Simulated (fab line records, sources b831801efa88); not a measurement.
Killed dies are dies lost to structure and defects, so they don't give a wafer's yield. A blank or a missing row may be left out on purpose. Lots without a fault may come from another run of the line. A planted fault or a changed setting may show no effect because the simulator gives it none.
Problem report in the 8D (eight disciplines) form, filled by code | flow gf180mcu | the parts of the form that need people (team, actions taken, sign-off) are left out

1. THE PROBLEM
heater_power_total_W at GF_HV_LDD_SOFTBAKE_15 reads a mean of 52.33 W on 6 wafers of 2 lots; wafers without a fault read 56.59 W with a standard deviation of 0.041. That is -99 or more standard deviations from the usual mean.
The step: time 60 s.
First seen on wafer L575.4, day 15 20:40, on litho_track-02. The record holds 36 wafers of 12 lots with a number at this step. Rule for "out", or "out of limits": more than 4 standard deviations from the usual mean. The other wafers with a number count as sound.

2. WHAT IT IS AND WHAT IT IS NOT
question                    | is                                 | is not
which readings at this step | heater_power_total_W, plate_temp_C | -
which lots                  | L575, L576                         | L561, L562, L563, L567, L569, L571, L573, L577, L578, L580
which wafers of those lots  | all that have a number             | -
read on which tools         | litho_track-02                     | litho_track-01, litho_track-03
when                        | from day 15 20:40                  | up to then (21 sound wafers); but 9 sound wafers of L577, L578, L580 came after

3. SUSPECTS, AND WHAT RULES EACH OUT
Counting: a tool at a process step up to the reading stays a suspect if it ran every lot that is out and no sound lot after the first of them.
- rie_si-01 at GF_POLY_GATE_ETCH_13 (etches poly-Si in HBr/Cl2, stops on SiO2, target depth 198.5 nm, time 69.6 s): kept. It ran every lot that is out, first L575 (day 14 09:04), and no sound lot after that; its last sound lot up to then is L571 (day 13 06:42).
- litho_track-02 at GF_HV_LDD_SOFTBAKE_15 (time 60 s): kept. It ran every lot that is out, first L575 (day 15 20:40), and no sound lot after that; its last sound lot up to then is L573 (day 15 11:42). Its own readings are out on those wafers: heater_power_total_W, plate_temp_C.
Left after counting: rie_si-01 at GF_POLY_GATE_ETCH_13, litho_track-02 at GF_HV_LDD_SOFTBAKE_15.

4. THE CAUSE (what the simulator had put in)
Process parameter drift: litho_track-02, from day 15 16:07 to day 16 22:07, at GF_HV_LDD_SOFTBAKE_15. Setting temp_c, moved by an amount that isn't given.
Counting left 2 suspects, and this tool is among them.

5. THE CHAIN OF EFFECTS, in route order
Each row: a reading whose mean over the struck wafers that have a number lies more than 3 standard deviations from the usual. Only readings for which the record gives a usual standard deviation are gone through. hours: the time from each lot's start at the first step in this table that gives one to its start at this step, as a median over the lots. sigmas: the change in usual standard deviations.
hours | step                  | reading                  | usual   | on struck wafers | change | sigmas
0     | GF_HV_LDD_SOFTBAKE_15 | heater_power_total_W     | 56.59 W | 52.33            | -4.26  | -99 or more
0     | GF_HV_LDD_SOFTBAKE_15 | plate_temp_C             | 90.00 C | 85.10            | -4.90  | -45
11    | GF_HV_LDD_STRIP_22    | strip_time_to_endpoint_s | 12.64 s | 12.78            | +0.14  | +3.6
The process steps in it:
- GF_HV_LDD_SOFTBAKE_15: time 60 s.
- GF_HV_LDD_STRIP_22: strips in O2/N2.

6. WHAT WOULD HAVE CAUGHT IT SOONER
In this record the first reading out of limits was taken at day 15 20:40, 5 hours after the fault began at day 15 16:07.
